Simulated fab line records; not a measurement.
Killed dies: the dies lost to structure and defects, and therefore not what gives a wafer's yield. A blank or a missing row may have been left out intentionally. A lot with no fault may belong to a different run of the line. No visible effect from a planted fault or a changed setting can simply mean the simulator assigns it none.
8D (eight disciplines) problem report, filled in by code | flow sky130 | the parts of the form that need people (team, actions taken, sign-off) are left out

## 1. PROBLEM STATEMENT
Wafers without a fault read 3000.4 rpm, standard deviation 1.7; spin_speed_rpm at SKY_METAL4_COAT_07 reads a mean of 2938.1 rpm on 6 wafers belonging to 2 lots. That is -37 standard deviations from the usual mean.
The step: resist thk 60 nm.
Seen first at day 44 17:08 on litho_track-04, wafer L286.1. The record has a number at this step for 18 wafers belonging to 6 lots. By rule, "out" or "out of limits" means more than 4 standard deviations away from the usual mean. The rest of the wafers with a number are treated as sound.

## 2. WHAT IT IS, AND WHAT IT ISN'T
question                    | is                     | is not
which readings at this step | spin_speed_rpm         | exhaust_pa
which lots                  | L286, L287             | L275, L292, L294, L295
which wafers of those lots  | all that have a number | -
read on which tools         | litho_track-04         | litho_track-01, litho_track-02
when                        | from day 44 17:08      | up to then (3 sound wafers); but 9 sound wafers of L292, L294, L295 came after

## 3. SUSPECTS, AND WHAT RULES EACH OUT
Counting: a tool at any process step up to the reading remains a suspect when it ran all the lots that are out and ran no sound lot after the first of those.
- litho_track-04 at SKY_METAL4_COAT_07 (resist thk 60 nm): kept. It ran every lot that is out, first L286 (day 44 17:08), and no sound lot after that; its last sound lot up to then is L275 (day 41 19:41). Out on those wafers are its own readings of spin_speed_rpm.
Left after counting: litho_track-04 at SKY_METAL4_COAT_07.

## 4. THE CAUSE (what the simulator had put in)
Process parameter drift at SKY_METAL4_COAT_07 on litho_track-04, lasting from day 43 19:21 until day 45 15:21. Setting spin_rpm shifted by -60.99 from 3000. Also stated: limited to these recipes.
The count eliminated every tool but this one.

## 5. THE CHAIN OF EFFECTS, in route order
One row per reading whose mean, taken over the struck wafers that have a number, lies over 3 standard deviations from the usual. Scope: only readings with a usual standard deviation given in the record; hours: median across lots of the time from each lot's start at the first step in this table that gives one to its start at this step; sigmas: change in usual standard deviations.
hours | step               | reading        | usual      | on struck wafers | change | sigmas
0     | SKY_METAL4_COAT_07 | spin_speed_rpm | 3000.4 rpm | 2938.1           | -62.3  | -37
Here are the process steps it includes:
- SKY_METAL4_COAT_07: resist thk 60 nm.
Later measuring or inspecting steps at which every struck wafer that the step has a row for has a number for every such reading, and none has moved that far: SKY_METAL4_CD_MEAS_13, SKY_METAL4_OVL_MEAS_14.

## 6. HOW IT WOULD HAVE BEEN CAUGHT EARLIER
22 hours passed between the start of the fault at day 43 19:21 and the first reading out of limits in this record, taken at day 44 17:08.
